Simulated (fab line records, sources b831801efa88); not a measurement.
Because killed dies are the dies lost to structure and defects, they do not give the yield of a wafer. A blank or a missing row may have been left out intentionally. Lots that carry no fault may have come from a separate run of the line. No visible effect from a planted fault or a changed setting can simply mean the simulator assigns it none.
Which tool was responsible? + flow sky130 + 36 wafers from 12 lots sampled at 4 of the route's 708 steps

WHAT EACH GAUGE READ, for each wafer
SKY_NWELL_RS_MEAS_31: uses a four-point probe to measure.
| lot  | measured     | on           | PWDE_RS (ohm/sq) |
|------|--------------|--------------|------------------|
| L511 | day 5 10:21  | filmMetro-02 | 5264 5259 5253   |
| L513 | day 5 20:05  | filmMetro-04 | 5281 5286 5305   |
| L514 | day 6 00:50  | filmMetro-03 | 5290 5268 5288   |
| L515 | day 6 06:15  | filmMetro-02 | 5277 5293 5296   |
| L517 | day 6 20:47  | filmMetro-03 | 5277 5273 5267   |
| L525 | day 8 20:19  | filmMetro-03 | 5186 5193 5213   |
| L526 | day 9 00:28  | filmMetro-04 | 5232 5232 5241   |
| L528 | day 9 14:16  | filmMetro-03 | 5287 5276 5277   |
| L529 | day 9 19:31  | filmMetro-04 | 5296 5311 5307   |
| L530 | day 10 03:31 | filmMetro-04 | 5249 5258 5273   |
| L531 | day 10 14:11 | filmMetro-02 | 5248 5237 5264   |
| L534 | day 11 05:04 | filmMetro-02 | 5294 5306 5289   |

SKY_RES_XHIGH_TW_MEAS_09.
| lot  | measured     | on           | RES_XHIGH_TW   |
|------|--------------|--------------|----------------|
| L511 | day 26 07:20 | filmMetro-01 | 1614 1621 1616 |
| L513 | day 28 06:02 | filmMetro-02 | 1635 1631 1638 |
| L514 | day 28 06:50 | filmMetro-01 | 1626 1624 1623 |
| L515 | day 28 06:41 | filmMetro-04 | 1658 1657 1664 |
| L517 | day 28 17:09 | filmMetro-01 | 1625 1618 1625 |
| L525 | day 31 13:27 | filmMetro-02 | 1646 1640 1642 |
| L526 | day 31 22:12 | filmMetro-02 | 1652 1653 1658 |
| L528 | day 32 12:54 | filmMetro-04 | 1656 1657 1660 |
| L529 | day 32 15:13 | filmMetro-02 | 1650 1646 1640 |
| L530 | day 33 10:46 | filmMetro-04 | 1650 1649 1660 |
| L531 | day 33 12:28 | filmMetro-01 | 1626 1631 1628 |
| L534 | day 35 08:33 | filmMetro-04 | 1656 1644 1645 |

WHICH TOOL RAN EACH LOT (tool, then ch and the chambers of the sampled wafers, then the start)
| lot  | SKY_PWDE_IMPLANT_08            | SKY_VT_ADJUST_LVTN_STRIP_09         |
|------|--------------------------------|-------------------------------------|
| L511 | implanter-02 ch 0, day 3 22:05 | plasmaAsher-04 ch 0,1, day 6 23:59  |
| L513 | implanter-01 ch 0, day 4 08:41 | plasmaAsher-04 ch 0,1, day 7 09:56  |
| L514 | implanter-02 ch 0, day 4 11:53 | plasmaAsher-02 ch 0,1, day 7 15:32  |
| L515 | implanter-03 ch 0, day 4 17:17 | plasmaAsher-02 ch 1, day 7 21:10    |
| L517 | implanter-03 ch 0, day 5 06:34 | plasmaAsher-01 ch 0,1, day 8 10:40  |
| L525 | implanter-03 ch 0, day 7 02:49 | plasmaAsher-02 ch 1, day 10 18:07   |
| L526 | implanter-03 ch 0, day 7 06:44 | plasmaAsher-04 ch 0,1, day 10 22:04 |
| L528 | implanter-01 ch 0, day 7 19:07 | plasmaAsher-01 ch 0,1, day 11 12:13 |
| L529 | implanter-01 ch 0, day 8 00:13 | plasmaAsher-04 ch 0,1, day 11 18:07 |
| L530 | implanter-02 ch 0, day 8 07:47 | plasmaAsher-02 ch 0,1, day 12 02:31 |
| L531 | implanter-01 ch 0, day 8 16:53 | plasmaAsher-02 ch 0,1, day 12 13:55 |
| L534 | implanter-02 ch 0, day 9 06:46 | plasmaAsher-04 ch 0,1, day 13 08:31 |
- SKY_PWDE_IMPLANT_08
- SKY_VT_ADJUST_LVTN_STRIP_09: strips in O2/N2.

AS READ BY THE TOOLS THEMSELVES (means over the sampled wafers that have a number; for cases with no such wafer, the mark the record gives instead)
SKY_PWDE_IMPLANT_08.
| lot  | tool         | beamEnergyKeV |
|------|--------------|---------------|
| L511 | implanter-02 | 150.07        |
| L513 | implanter-01 | 149.99        |
| L514 | implanter-02 | 150.00        |
| L515 | implanter-03 | 149.93        |
| L517 | implanter-03 | 149.96        |
| L525 | implanter-03 | 186.32        |
| L526 | implanter-03 | 186.27        |
| L528 | implanter-01 | 150.01        |
| L529 | implanter-01 | 149.99        |
| L530 | implanter-02 | 149.96        |
| L531 | implanter-01 | 150.01        |
| L534 | implanter-02 | 149.99        |

SKY_VT_ADJUST_LVTN_STRIP_09.
| lot  | tool           | drypumpMotorCurrentA (A) | n2FlowSccm (sccm) | oesProductAu (a.u.) | stripTimeToEndpointS (s) |
|------|----------------|--------------------------|-------------------|---------------------|--------------------------|
| L511 | plasmaAsher-04 | 5.5                      | 300.4             | 0.724               | 36.71                    |
| L513 | plasmaAsher-04 | 5.2                      | 299.9             | 0.720               | 36.73                    |
| L514 | plasmaAsher-02 | 5.9                      | 301.0             | 0.724               | 36.83                    |
| L515 | plasmaAsher-02 | 6.0                      | 300.0             | 0.722               | 36.71                    |
| L517 | plasmaAsher-01 | 6.0                      | 299.6             | 0.724               | 36.72                    |
| L525 | plasmaAsher-02 | 6.1                      | 300.1             | 0.727               | 37.03                    |
| L526 | plasmaAsher-04 | 5.5                      | 299.7             | 0.721               | 37.07                    |
| L528 | plasmaAsher-01 | 6.0                      | 300.0             | 0.720               | 36.83                    |
| L529 | plasmaAsher-04 | 5.2                      | 300.3             | 0.725               | 36.85                    |
| L530 | plasmaAsher-02 | 6.0                      | 300.1             | 0.719               | 36.79                    |
| L531 | plasmaAsher-02 | 5.9                      | 301.4             | 0.724               | 36.80                    |
| L534 | plasmaAsher-04 | 5.5                      | 299.9             | 0.724               | 36.92                    |

THE ANSWER, worked out from the rows above alone
Rule: the lots themselves supply what counts as usual. Put in order of their means at a reading, lots are off if they are a third of the lots or fewer, leave a main group of 4 or more, and stand apart from it by a gap of 3 or more times the standard deviation of the main group's means; of several such gaps the widest counts. A main group whose means are all the same, to the digits that the tables above print for the reading, isn't used. A lot without any number at a reading at which 4 lots or more have one is off too. The other lots that the step has rows for count as sound. The gauges are gone through in route order, then the tools' own readings, and for those a lot's mean is taken as printed above. At the first step where some lot is off, the reading lying furthest off is the one used; lots without a number count as furthest.
Off: L525, L526 (SKY_PWDE_IMPLANT_08, beamEnergyKeV). Mean 149.99 and standard deviation 0.036 in the main group.
If a tool, at that step or one of the process steps before it, ran each lot that is off and ran no sound lot following the first of them, it fits. One candidate fits, namely implanter-03 at SKY_PWDE_IMPLANT_08. A fault onset in the window from L517 (day 5 06:34, its last sound lot) to L525 (day 7 02:49, its first lot off) fits.
The tool's own readings at SKY_PWDE_IMPLANT_08 bear it out: on the lots that are off they differ by more than 5 times the standard deviation of the sound lots' means. beamEnergyKeV reads 186.30 there against 149.99 on the sound lots.

WHAT THE SIMULATOR HAD PUT IN
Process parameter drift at SKY_PWDE_IMPLANT_08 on implanter-03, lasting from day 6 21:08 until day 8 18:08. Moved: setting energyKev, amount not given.
Shown lots that were struck: L525, L526. The same result came from the rule above.
